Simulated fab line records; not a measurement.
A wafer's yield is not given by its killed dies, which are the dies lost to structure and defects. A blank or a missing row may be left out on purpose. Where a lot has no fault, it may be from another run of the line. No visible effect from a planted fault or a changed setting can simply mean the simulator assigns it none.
A lot that was struck, set against a sound lot / flow sky130 / 33 out of 708 route steps
Sound: the wafers L329.1, L329.2, L329.6. Struck: wafer L318.1 (L318.2, L318.6, from the same lot, were not struck and are left out); the cause is given at the end.
Order at every step that has rows: each side's tool, ch and its chambers, its first start. Under that, the readings that differ: sound wafers / struck wafers / difference of the means / sigmas: that difference in standard deviations of wafers without a fault.
alike: readings whose means differ by less than 2 such deviations, and words and numbers that are the same on both sides. not compared: withheld readings, readings that some wafer has no value for, bounds like >300 that may hide the same value, and numbers for which the record gives no deviation and whose values overlap.
Wherever a step has rows on one side only, a row that says differs or no value, or a row with sigmas, the two part there. Non-overlapping numbers with no deviation appear without sigmas and do not part them. A reading that every wafer of one side lacks parts them only if that side has two wafers or more.

first, 8 steps without rows for these wafers: SKY_VIA1_ETCH_14 (etches BARC in N2/H2, stops on SiO2, time 45.9 s, target depth 60 nm); SKY_VIA1_ETCH_15 (etches SiO2 in C4F8/O2/Ar, stops on TiN, target depth 351 nm, time 54 s); SKY_VIA1_STRIP_16 (strips in O2/N2); SKY_VIA1_STRIP_17 (strips in post etch residue remover, time 1200 s); SKY_VIA1_CLEAN_18 (cleans in IPA, time 180 s); SKY_VIA1_CLEAN_19 (cleans in O3/DIW); SKY_VIA1_SPUTTER_20 (material TiN, target thk 20 nm, time 80 s); SKY_VIA1_CVD_21 (deposits W, target thk 270 nm, time 80.902 s).
SKY_VIA1_CMP_24: polishes, stops on SiO2, t overpolish 15 s, target thk 0 nm.
  sound on cmp-01 ch 0,1, day 40 23:40; struck on cmp-01 ch 2, day 37 14:39
reading=time_to_endpoint_s (s); sound=60.9 62.0 60.1; struck=67.9; difference=+6.9; sigmas=+2
  alike: motor_current_A, overpolish_run_s, slurry_filter_dp_kPa, slurry_flow_ml_min
then, 23 steps without rows for these wafers: SKY_METAL2_SPUTTER_00 (material Ti, target thk 15 nm, time 10 s); SKY_METAL2_SPUTTER_01 (material TiN, target thk 20 nm, time 16.7 s); SKY_METAL2_SPUTTER_02 (material AlCu, target thk 250 nm, time 13.3 s); SKY_METAL2_SPUTTER_03 (material Ti, target thk 5 nm, time 3.3 s); SKY_METAL2_SPUTTER_04 (material TiN, target thk 70 nm, time 58.3 s); SKY_METAL2_DEHYDRATE_07 (time 60 s); SKY_METAL2_HMDS_08 (prime time 60 s); SKY_METAL2_COAT_09 (resist thk 60 nm); SKY_METAL2_COAT_10 (resist thk 450 nm); SKY_METAL2_SOFTBAKE_11 (time 90 s); SKY_METAL2_EXPOSE_12 (exposes mask MM2, target cd 140 nm); SKY_METAL2_PEB_13; SKY_METAL2_DEVELOP_14 (develop time 60 s); SKY_METAL2_DESCUM_17 (chemistry O2, time 8 s); SKY_METAL2_ETCH_18 (etches BARC in N2/H2, stops on SiO2, time 45.9 s, target depth 60 nm); SKY_METAL2_METAL_ETCH_19 (etches the open film in Cl2/BCl3, stops on SiO2, target depth 360 nm, time 78 s); SKY_METAL2_STRIP_20 (strips in O2/N2); SKY_METAL2_STRIP_21 (strips in post etch residue remover, time 1200 s); SKY_METAL2_CLEAN_22 (cleans in IPA, time 180 s); SKY_METAL2_CLEAN_23 (cleans in O3/DIW); SKY_VIA2_HDPCVD_00 (deposits SiO2, target thk 1180 nm, time 196.7 s); SKY_VIA2_CMP_02 (polishes SiO2); SKY_VIA2_DEHYDRATE_04 (time 60 s).
-- the record jumps here: 11 days lie between the struck wafers' starts before and after (it left off in module VIA2 and takes up again in module PAD_OPEN, whose first step shown is number 708 of the route) --
SKY_PAD_OPEN_PROBE_99:
  struck on prober-02, day 48 13:29; sound on prober-01, day 50 20:10
reading=defect_limited_yield (%); sound=84.1 82.7 79.5; struck=35.2; difference=-46.9; sigmas=-22
reading=killed_at_M0_to_M3; sound=35 41 45; struck=292; difference=+252; sigmas=+36
reading=killed_at_contacts; sound=30 27 29; struck=13; difference=-16; sigmas=-3
reading=killed_dies; sound=78 85 101; struck=319; difference=+231; sigmas=+23
reading=killed_on_rim; sound=13 17 16; struck=56; difference=+41; sigmas=+12
reading=killed_open; sound=41 48 55; struck=26; difference=-22; sigmas=-3
reading=killed_short; sound=37 37 46; struck=24; difference=-16; sigmas=-3
reading=sort_bin_3_pad_short (%); sound=0.4 0.8 0.4; struck=5.5; difference=+5.0; sigmas=+13
reading=sort_bin_5_function (%); sound=9.1 8.3 12.4; struck=40.9; difference=+31.0; sigmas=+21
reading=sort_bin_6_memory (%); sound=6.3 8.1 7.7; struck=18.5; difference=+11.1; sigmas=+10
reading=sort_n_pass; sound=414 407 391; struck=173; difference=-231; sigmas=-23
reading=sort_yield_pct (%); sound=84.1 82.7 79.5; struck=35.2; difference=-46.9; sigmas=-22
reading=model.etest.tester.sort_n_pass; sound=414 407 391; struck=173; difference=-231; sigmas=
reading=model.etest.tester.sort_yield_pct (%); sound=84.15 82.72 79.47; struck=35.16; difference=-46.95; sigmas=
reading=model.etest.tester.sort_bin_5_pct (%); sound=9.146 8.333 12.4; struck=40.85; difference=+30.89; sigmas=
reading=model.etest.tester.sort_bin_6_pct (%); sound=6.301 8.13 7.724; struck=18.5; difference=+11.1; sigmas=
reading=model.etest.tester.sort_bin_3_pct (%); sound=0.4065 0.813 0.4065; struck=5.488; difference=+4.946; sigmas=
  alike: killed_at_M4_up, killed_at_front_end, killed_at_other

== WHERE THEY PART ==
Earliest at SKY_VIA1_CMP_24; latest, in this record, at SKY_PAD_OPEN_PROBE_99.

WHY: the cause the simulator had injected
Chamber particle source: cmp-01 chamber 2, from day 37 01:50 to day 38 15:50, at SKY_VIA1_CMP_24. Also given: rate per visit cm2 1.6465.
